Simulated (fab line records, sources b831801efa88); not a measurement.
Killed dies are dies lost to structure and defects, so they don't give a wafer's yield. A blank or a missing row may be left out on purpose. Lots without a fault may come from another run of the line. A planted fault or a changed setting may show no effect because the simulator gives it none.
Chamber matching | flow sky130 | SKY_VIA2_CMP_02 on cmp-02: 4 sister chambers
The step polishes SiO2. 8 wafers are shown with their chamber, then 9 later ones without.

WAFERS WITH THEIR CHAMBER
wafer  | chamber | motor_current_A (A) | slurry_filter_dp_kPa (kPa)
L077.5 | 1       | 11.0                | 13.48
L079.5 | 3       | 13.2                | 13.48
L079.6 | 0       | 13.7                | 13.50
L082.5 | 2       | 12.3                | 13.51
L082.6 | 1       | 11.0                | 13.37
L085.1 | 0       | 13.2                | 13.45
L085.2 | 2       | 12.5                | 13.37
L085.4 | 3       | 13.5                | 13.57

WAFERS WITHOUT THEIR CHAMBER
wafer  | motor_current_A (A) | slurry_filter_dp_kPa (kPa)
L087.2 | 13.1                | 13.51
L087.4 | 11.5                | 13.69
L087.6 | 13.2                | 13.52
L088.2 | 11.7                | 13.57
L088.3 | 13.8                | 13.38
L088.6 | 12.6                | 13.84
L095.1 | 13.7                | 13.64
L095.5 | 11.4                | 13.53
L095.6 | 13.9                | 13.90

WHICH CHAMBER EACH WENT THROUGH
wafer  | from the rows above          | in truth
L087.2 | can't be placed: 3 or 0      | 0
L087.4 | can't be placed: 1 or 2      | 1
L087.6 | can't be placed: 3 or 0      | 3
L088.2 | can't be placed: 2 or 1      | 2
L088.3 | can't be placed: 0 or 3      | 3
L088.6 | can't be placed: 3 or 2 or 0 | 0
L095.1 | can't be placed: 3 or 0      | 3
L095.5 | 1                            | 1
L095.6 | can't be placed: 3 or 0      | 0
Placed correctly: 1 of 9. Can't be placed from these rows: 8 (the true chamber is among the candidates in 8). Placed wrongly: 0.
How it was worked out, from the rows above alone: a wafer's distance from a chamber is the root of the sum, over the readings, of the square of ((its reading less the chamber's mean) divided by the reading's scatter). The wafer belongs to the nearest chamber; if the next one is less than 2 further off, it can't be placed. A chamber's mean is the mean of its shown wafers. The scatter: the root of (the sum of the squares of (reading less its chamber's mean) over the shown wafers, divided by (wafers less chambers)).
